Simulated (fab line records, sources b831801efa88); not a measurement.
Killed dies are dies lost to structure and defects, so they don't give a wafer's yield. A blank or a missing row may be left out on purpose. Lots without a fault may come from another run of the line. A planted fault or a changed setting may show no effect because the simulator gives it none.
Which tool did it? | flow sky130 | 10 lots, 30 wafers sampled, at 6 steps of a route of 708

WHAT THE GAUGES READ, wafer by wafer
SKY_SD_N_RS_MEAS_16: measures by four-point-probe.
lot  | measured     | on            | SD_N_RS (ohm/sq)
L989 | day 27 21:13 | film_metro-02 | 68.24 68.33 68.37
L990 | day 28 00:25 | film_metro-04 | 68.35 68.32 68.33
L991 | day 28 18:10 | film_metro-01 | 68.71 68.57 68.75
L994 | day 29 23:36 | film_metro-04 | 68.42 68.53 68.33
L102 | day 32 17:34 | film_metro-01 | 68.55 68.59 68.46
L103 | day 33 09:16 | film_metro-01 | 68.57 68.46 68.58
L105 | day 33 13:37 | film_metro-04 | 83.59 83.55 83.39 83.71 83.39 83.75
L106 | day 33 18:07 | film_metro-04 | 83.38 83.26 82.61 83.39 83.20 82.63
L108 | day 34 08:56 | film_metro-04 | 83.20 83.14 82.94 82.96 82.98 82.99
L110 | day 34 20:26 | film_metro-04 | 68.52 68.53 68.42

WHICH TOOL RAN EACH LOT (tool, then ch and the chambers of the sampled wafers, then the start)
lot  | SKY_LDD_LDN_STRIP_12                 | SKY_SPACER_ETCHBACK_02             | SKY_RES_XHIGH_STRIP_08               | SKY_SD_N_IMPLANT_09             | SKY_SD_N_STRIP_11
L989 | plasma_asher-01 ch 0, day 22 21:55   | rie_diel-03 ch 2,3, day 22 23:23   | plasma_asher-04 ch 1, day 26 15:45   | implanter-01 ch 0, day 27 20:31 | plasma_asher-03 ch 0,1, day 27 20:49
L990 | plasma_asher-02 ch 0,1, day 22 23:39 | rie_diel-04 ch 0,1,2, day 23 01:44 | plasma_asher-01 ch 0,1, day 26 18:31 | implanter-01 ch 0, day 27 23:44 | plasma_asher-03 ch 0,1, day 28 00:02
L991 | plasma_asher-01 ch 0,1, day 23 14:54 | rie_diel-03 ch 0,2,3, day 23 21:03 | plasma_asher-01 ch 0,1, day 27 13:26 | implanter-01 ch 0, day 28 17:29 | plasma_asher-01 ch 0,1, day 28 17:47
L994 | plasma_asher-02 ch 0,1, day 25 01:47 | rie_diel-01 ch 1,3, day 25 03:15   | plasma_asher-02 ch 0,1, day 28 18:57 | implanter-04 ch 0, day 29 22:55 | plasma_asher-03 ch 0,1, day 29 23:13
L102 | plasma_asher-03 ch 0,1, day 27 22:26 | rie_diel-03 ch 0,1, day 28 00:31   | plasma_asher-04 ch 0, day 31 13:30   | implanter-01 ch 0, day 32 16:53 | plasma_asher-03 ch 0, day 32 17:11
L103 | plasma_asher-02 ch 0,1, day 28 13:44 | rie_diel-01 ch 0,2,3, day 28 15:13 | plasma_asher-02 ch 0,1, day 32 04:58 | implanter-03 ch 0, day 33 08:35 | plasma_asher-01 ch 0,1, day 33 08:53
L105 | plasma_asher-01 ch 0,1, day 28 22:26 | rie_diel-03 ch 0,2,3, day 28 23:55 | plasma_asher-04 ch 0,1, day 32 10:27 | implanter-01 ch 0, day 33 12:56 | plasma_asher-01 ch 0,1, day 33 13:14
L106 | plasma_asher-02 ch 0,1, day 29 01:34 | rie_diel-03 ch 0,3, day 29 03:01   | plasma_asher-04 ch 0,1, day 32 15:08 | implanter-01 ch 0, day 33 17:26 | plasma_asher-02 ch 0,1, day 33 17:43
L108 | plasma_asher-02 ch 0,1, day 29 15:16 | rie_diel-01 ch 0,1, day 29 17:58   | plasma_asher-04 ch 0,1, day 33 05:50 | implanter-01 ch 0, day 34 08:16 | plasma_asher-01 ch 0,1, day 34 08:32
L110 | plasma_asher-02 ch 0,1, day 30 05:33 | rie_diel-03 ch 1,2,3, day 30 07:02 | plasma_asher-02 ch 0,1, day 33 16:50 | implanter-04 ch 0, day 34 19:45 | plasma_asher-03 ch 0,1, day 34 20:01
- SKY_LDD_LDN_STRIP_12: strips in O2/N2.
- SKY_SPACER_ETCHBACK_02: etches Si3N4 in CH3F/O2, stops on SiO2, time 46.7 s, target depth 45 nm.
- SKY_RES_XHIGH_STRIP_08: strips in O2/N2.
- SKY_SD_N_IMPLANT_09
- SKY_SD_N_STRIP_11: strips in O2/N2.

WHAT THE TOOLS THEMSELVES READ (means of the sampled wafers that have a number; where no wafer has one, the mark that the record gives instead)
SKY_LDD_LDN_STRIP_12.
lot  | tool            | drypump_motor_current_A (A) | n2_flow_sccm (sccm) | o2_flow_sccm (sccm) | oes_product_au (a.u.) | strip_time_to_endpoint_s (s)
L989 | plasma_asher-01 | 5.4                         | 299.3               | 3005                | 0.717                 | 14.22
L990 | plasma_asher-02 | 5.6                         | 300.1               | 2991                | 0.715                 | 14.23
L991 | plasma_asher-01 | 5.6                         | 300.4               | 2996                | 0.717                 | 14.24
L994 | plasma_asher-02 | 6.1                         | 299.5               | 2990                | 0.722                 | 14.16
L102 | plasma_asher-03 | 5.4                         | 299.0               | 3004                | 0.719                 | 14.16
L103 | plasma_asher-02 | 6.0                         | 299.0               | 2992                | 0.717                 | 14.16
L105 | plasma_asher-01 | 5.8                         | 300.1               | 2998                | 0.720                 | 14.17
L106 | plasma_asher-02 | 5.7                         | 300.9               | 2993                | 0.713                 | 14.23
L108 | plasma_asher-02 | 6.0                         | 300.1               | 3001                | 0.714                 | 14.23
L110 | plasma_asher-02 | 5.6                         | 300.0               | 2998                | 0.718                 | 14.16

SKY_SPACER_ETCHBACK_02.
lot  | tool        | bias_w (W) | drypump_motor_current_A (A) | oes_product_au (a.u.) | throttle_valve_pct (%)
L989 | rie_diel-03 | 79.74      | 5.5                         | 0.851                 | 10.561
L990 | rie_diel-04 | 79.92      | 5.7                         | 0.861                 | 10.563
L991 | rie_diel-03 | 79.99      | 5.6                         | 0.863                 | 10.562
L994 | rie_diel-01 | 80.05      | 6.1                         | 0.847                 | 10.566
L102 | rie_diel-03 | 80.06      | 5.3                         | 0.849                 | 10.559
L103 | rie_diel-01 | 79.99      | 6.1                         | 0.849                 | 10.566
L105 | rie_diel-03 | 79.90      | 5.6                         | 0.850                 | 10.558
L106 | rie_diel-03 | 79.99      | 5.7                         | 0.850                 | 10.563
L108 | rie_diel-01 | 80.06      | 6.0                         | 0.852                 | 10.552
L110 | rie_diel-03 | 80.18      | 5.4                         | 0.855                 | 10.572

SKY_RES_XHIGH_STRIP_08.
lot  | tool            | drypump_motor_current_A (A) | n2_flow_sccm (sccm) | o2_flow_sccm (sccm) | oes_product_au (a.u.) | strip_time_to_endpoint_s (s)
L989 | plasma_asher-04 | 6.4                         | 301.0               | 2995                | 0.711                 | 14.24
L990 | plasma_asher-01 | 5.6                         | 300.2               | 2990                | 0.710                 | 14.23
L991 | plasma_asher-01 | 5.6                         | 300.7               | 2992                | 0.711                 | 14.27
L994 | plasma_asher-02 | 5.7                         | 300.1               | 2999                | 0.708                 | 14.25
L102 | plasma_asher-04 | 5.3                         | 301.0               | 3006                | 0.716                 | 14.36
L103 | plasma_asher-02 | 6.0                         | 299.5               | 3009                | 0.710                 | 14.25
L105 | plasma_asher-04 | 6.1                         | 300.5               | 3014                | 0.710                 | 14.27
L106 | plasma_asher-04 | 6.0                         | 300.4               | 2999                | 0.712                 | 14.21
L108 | plasma_asher-04 | 5.7                         | 300.1               | 2995                | 0.711                 | 14.32
L110 | plasma_asher-02 | 5.7                         | 299.1               | 3018                | 0.711                 | 14.30

SKY_SD_N_IMPLANT_09.
lot  | tool         | beam_on_s (s) | dose_ions_cm2 | faraday_current_uA
L989 | implanter-01 | 16.8          | 4.001e+15     | 13081
L990 | implanter-01 | 16.6          | 3.995e+15     | 13154
L991 | implanter-01 | 16.9          | 4.003e+15     | 12935
L994 | implanter-04 | 17.7          | 3.997e+15     | 12344
L102 | implanter-01 | 16.8          | 4.003e+15     | 12990
L103 | implanter-03 | 15.9          | 4.002e+15     | 13711
L105 | implanter-01 | 10.1          | 1.665e+15     | 9057
L106 | implanter-01 | 10.2          | 1.667e+15     | 8947
L108 | implanter-01 | 10.1          | 1.662e+15     | 9084
L110 | implanter-04 | 17.6          | 4.004e+15     | 12428

SKY_SD_N_STRIP_11.
lot  | tool            | drypump_motor_current_A (A) | n2_flow_sccm (sccm) | o2_flow_sccm (sccm) | oes_product_au (a.u.) | strip_time_to_endpoint_s (s)
L989 | plasma_asher-03 | 5.3                         | 300.5               | 3003                | 0.522                 | 22.57
L990 | plasma_asher-03 | 5.3                         | 299.7               | 2994                | 0.523                 | 22.51
L991 | plasma_asher-01 | 5.6                         | 299.8               | 3013                | 0.527                 | 22.56
L994 | plasma_asher-03 | 5.4                         | 299.7               | 3002                | 0.523                 | 22.55
L102 | plasma_asher-03 | 5.6                         | 298.9               | 3019                | 0.534                 | 22.52
L103 | plasma_asher-01 | 5.8                         | 300.7               | 3002                | 0.529                 | 22.51
L105 | plasma_asher-01 | 5.6                         | 299.6               | 3003                | 0.568                 | 19.54
L106 | plasma_asher-02 | 6.0                         | 300.4               | 3000                | 0.572                 | 19.56
L108 | plasma_asher-01 | 5.9                         | 299.9               | 3017                | 0.575                 | 19.55
L110 | plasma_asher-03 | 5.4                         | 299.9               | 3000                | 0.525                 | 22.52

THE ANSWER, worked out from the rows above alone
Rule: what is usual is taken from the lots themselves. Put in order of their means at a reading, lots are off if they are a third of the lots or fewer, leave a main group of 4 or more, and stand apart from it by a gap of 3 or more times the standard deviation of the main group's means; of several such gaps the widest counts. A main group whose means are all the same, to the digits that the tables above print for the reading, isn't used. A lot without any number at a reading at which 4 lots or more have one is off too. The other lots that the step has rows for count as sound. The gauges are gone through in route order, then the tools' own readings, and for those a lot's mean is taken as printed above. The first step at which some lot is off is used, and at that step the reading that is off furthest; a lot without a number counts as furthest.
Off: L105, L106, L108, at SKY_SD_N_RS_MEAS_16 (SD_N_RS). The main group: mean 68.47 ohm/sq, standard deviation 0.12.
A tool fits if, at a process step before that reading, it ran every lot that is off, and no sound lot after the first of them. The gauges at SKY_SD_N_RS_MEAS_16 aren't tried: what is off there is off at SKY_SD_N_IMPLANT_09 too, on other tools, and a gauge's error can't cause that. Can't be told from this: 2 tools fit, plasma_asher-04 at SKY_RES_XHIGH_STRIP_08, implanter-01 at SKY_SD_N_IMPLANT_09.

WHAT THE SIMULATOR HAD PUT IN
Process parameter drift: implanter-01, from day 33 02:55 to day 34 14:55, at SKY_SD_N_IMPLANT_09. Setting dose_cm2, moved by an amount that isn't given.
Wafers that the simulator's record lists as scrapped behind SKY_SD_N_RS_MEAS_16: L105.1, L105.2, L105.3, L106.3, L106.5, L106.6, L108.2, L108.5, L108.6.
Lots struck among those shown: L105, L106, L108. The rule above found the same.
